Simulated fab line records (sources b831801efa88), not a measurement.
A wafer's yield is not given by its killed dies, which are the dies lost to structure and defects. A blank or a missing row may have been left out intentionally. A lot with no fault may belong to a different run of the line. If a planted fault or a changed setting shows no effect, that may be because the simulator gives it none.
What tool caused it?    flow sky130    Sampling: 11 lots, 33 wafers, 5 of 708 route steps

== WHAT THE GAUGES SHOWED, per wafer ==
SKY_METAL1_OVL_MEAS_16. Usual: METAL1_OVL -3 nm, standard deviation 4.7.
lot   measured      on          METAL1_OVL (nm)  flag
L693  day 32 10:46  overlay-02  -5 -6 -9         
L695  day 33 08:30  overlay-02  -6 -10 -8        
L696  day 34 13:46  overlay-02  -4 -8 -4         
L700  day 34 23:27  overlay-01  -2 -1 -1         
L703  day 36 07:45  overlay-02  -8 -1 2          
L702  day 36 08:05  overlay-02  -1 -13 1         
L705  day 36 21:50  overlay-01  -5 -5 3          
L706  day 37 02:57  overlay-02  0 -5 1           
L710  day 38 06:27  overlay-02  -2 1 -2          
L714  day 39 11:38  overlay-02  -2 5 6           
L715  day 39 16:38  overlay-01  -6 -3 -1         

SKY_VIA1_BOW_MEAS_03. Usual: VIA1_BOW 79 um, standard deviation 7.4.
lot   measured      on             VIA1_BOW (um)  flag
L693  day 32 12:07  film metro-04  70 75 79       
L695  day 33 09:55  film metro-01  88 73 76       
L696  day 34 15:16  film metro-01  90 66 75       
L700  day 35 00:47  film metro-02  70 64 84       
L703  day 36 09:05  film metro-01  80 80 81       
L702  day 36 09:23  film metro-02  73 69 77       
L705  day 36 23:07  film metro-04  79 86 80       
L706  day 37 04:16  film metro-04  89 82 83       
L710  day 38 07:47  film metro-02  86 85 71       
L714  day 39 12:55  film metro-02  91 85 87       
L715  day 39 17:56  film metro-04  73 86 83       

== WHICH TOOL RAN EACH LOT (tool, then ch and the chambers of the sampled wafers, then the start) ==
lot   SKY_METAL1_SPUTTER_02         SKY_METAL1_ETCH_18                 SKY_METAL1_STRIP_20
L693  pvd sputter-03, day 31 07:23  rie metal-02 ch 0,1, day 32 10:50  plasma asher-02 ch 0,1, day 32 10:59
L695  pvd sputter-03, day 32 05:52  rie metal-02 ch 0,1, day 33 08:34  plasma asher-02 ch 0,1, day 33 08:43
L696  pvd sputter-04, day 33 10:16  rie metal-01 ch 0,1, day 34 13:50  plasma asher-02 ch 0,1, day 34 14:00
L700  pvd sputter-03, day 33 20:50  rie metal-04 ch 0,1, day 34 23:31  plasma asher-02 ch 0,1, day 34 23:40
L703  pvd sputter-03, day 35 04:35  rie metal-02 ch 1, day 36 07:49    plasma asher-02 ch 0,1, day 36 07:58
L702  pvd sputter-01, day 35 04:56  rie metal-04 ch 0,1, day 36 08:10  plasma asher-01 ch 0,1, day 36 08:19
L705  pvd sputter-04, day 35 18:29  rie metal-04 ch 0,1, day 36 21:54  plasma asher-02 ch 0,1, day 36 22:03
L706  pvd sputter-01, day 35 23:11  rie metal-01 ch 0,1, day 37 03:02  plasma asher-04 ch 0,1, day 37 03:12
L710  pvd sputter-03, day 37 02:45  rie metal-04 ch 0,1, day 38 06:31  plasma asher-01 ch 0,1, day 38 06:40
L714  pvd sputter-03, day 38 10:20  rie metal-02 ch 0,1, day 39 11:42  plasma asher-02 ch 0,1, day 39 11:51
L715  pvd sputter-01, day 38 15:43  rie metal-01 ch 0,1, day 39 16:42  plasma asher-04 ch 0,1, day 39 16:51
- SKY_METAL1_SPUTTER_02: material AlCu, target thk 250 nm, time 13.3 s.
- SKY_METAL1_ETCH_18: etches BARC in N2/H2, stops on SiO2, time 45.9 s, target depth 60 nm.
- SKY_METAL1_STRIP_20: strips in O2/N2.

== AS READ BY THE TOOLS THEMSELVES (means over the sampled wafers that have a number; for cases with no such wafer, the mark the record gives instead) ==
SKY_METAL1_SPUTTER_02. Usual: throttle valve pct at 30.2 %, with a standard deviation of 1.
lot   tool            throttle valve pct (%)  flag
L693  pvd sputter-03  30.6                    
L695  pvd sputter-03  30.9                    
L696  pvd sputter-04  29.7                    
L700  pvd sputter-03  30.2                    
L703  pvd sputter-03  30.8                    
L702  pvd sputter-01  29.7                    
L705  pvd sputter-04  29.0                    
L706  pvd sputter-01  29.5                    
L710  pvd sputter-03  30.8                    
L714  pvd sputter-03  30.8                    
L715  pvd sputter-01  30.3                    

SKY_METAL1_ETCH_18. Usual: chamber pressure mTorr 30.002 mTorr, standard deviation 0.03; drypump motor current A 5.5 A, standard deviation 0.37; oes product au 0.854 a.u., standard deviation 0.0047; throttle valve pct 13.224 %, standard deviation 0.0091.
lot   tool          chamber pressure mTorr (mTorr)  drypump motor current A (A)  oes product au (a.u.)  throttle valve pct (%)  flag
L693  rie metal-02  29.985                          5.6                          0.854                  13.223                  
L695  rie metal-02  29.993                          5.6                          0.851                  13.222                  
L696  rie metal-01  30.040                          5.3                          0.855                  13.229                  
L700  rie metal-04  29.966                          5.3                          0.851                  13.233                  
L703  rie metal-02  30.005                          5.6                          0.857                  13.221                  
L702  rie metal-04  30.018                          5.3                          0.854                  13.226                  
L705  rie metal-04  30.011                          5.7                          0.848                  13.221                  
L706  rie metal-01  30.003                          5.5                          0.859                  13.234                  
L710  rie metal-04  29.988                          5.3                          0.855                  13.229                  
L714  rie metal-02  30.020                          5.6                          0.848                  13.225                  
L715  rie metal-01  29.989                          5.5                          0.855                  13.231                  

SKY_METAL1_STRIP_20. Usual: chamber pressure mTorr 1500.1 mTorr, standard deviation 1.4; drypump motor current A 5.6 A, standard deviation 0.49; oes product au 0.343 a.u., standard deviation 0.0049; strip time to endpoint s 2.71 s, standard deviation 0.033.
lot   tool             chamber pressure mTorr (mTorr)  drypump motor current A (A)  oes product au (a.u.)  strip time to endpoint s (s)  flag
L693  plasma asher-02  1499.8                          6.1                          0.341                  2.67                          
L695  plasma asher-02  1499.8                          5.6                          0.342                  2.69                          
L696  plasma asher-02  1500.4                          5.6                          0.345                  2.69                          
L700  plasma asher-02  1500.1                          5.6                          0.346                  2.77                          
L703  plasma asher-02  1500.8                          5.6                          0.341                  2.69                          
L702  plasma asher-01  1499.6                          5.5                          0.342                  2.74                          
L705  plasma asher-02  1501.0                          6.1                          0.341                  2.72                          
L706  plasma asher-04  1499.4                          5.4                          0.347                  2.75                          
L710  plasma asher-01  1501.1                          5.5                          0.351                  2.77                          
L714  plasma asher-02  1498.6                          6.0                          0.344                  2.71                          
L715  plasma asher-04  1501.0                          5.2                          0.343                  2.73                          

== THE ANSWER, worked out from the rows above alone ==
Rule: take the mean of a lot's wafers that have a number; if it is more than 3 standard deviations from the usual mean, the lot is off. A lot without any number at a reading at which 4 lots or more have one is off too. Any other lot the step has rows for is counted as sound. The gauges are gone through in route order, then the tools' own readings, and for those a lot's mean is taken as printed above. The first step at which some lot is off is used, and at that step the reading that is off furthest; a lot without a number counts as furthest.
No lot is off at any reading shown: from this, nothing can be told.

== WHAT WAS PUT IN BY THE SIMULATOR ==
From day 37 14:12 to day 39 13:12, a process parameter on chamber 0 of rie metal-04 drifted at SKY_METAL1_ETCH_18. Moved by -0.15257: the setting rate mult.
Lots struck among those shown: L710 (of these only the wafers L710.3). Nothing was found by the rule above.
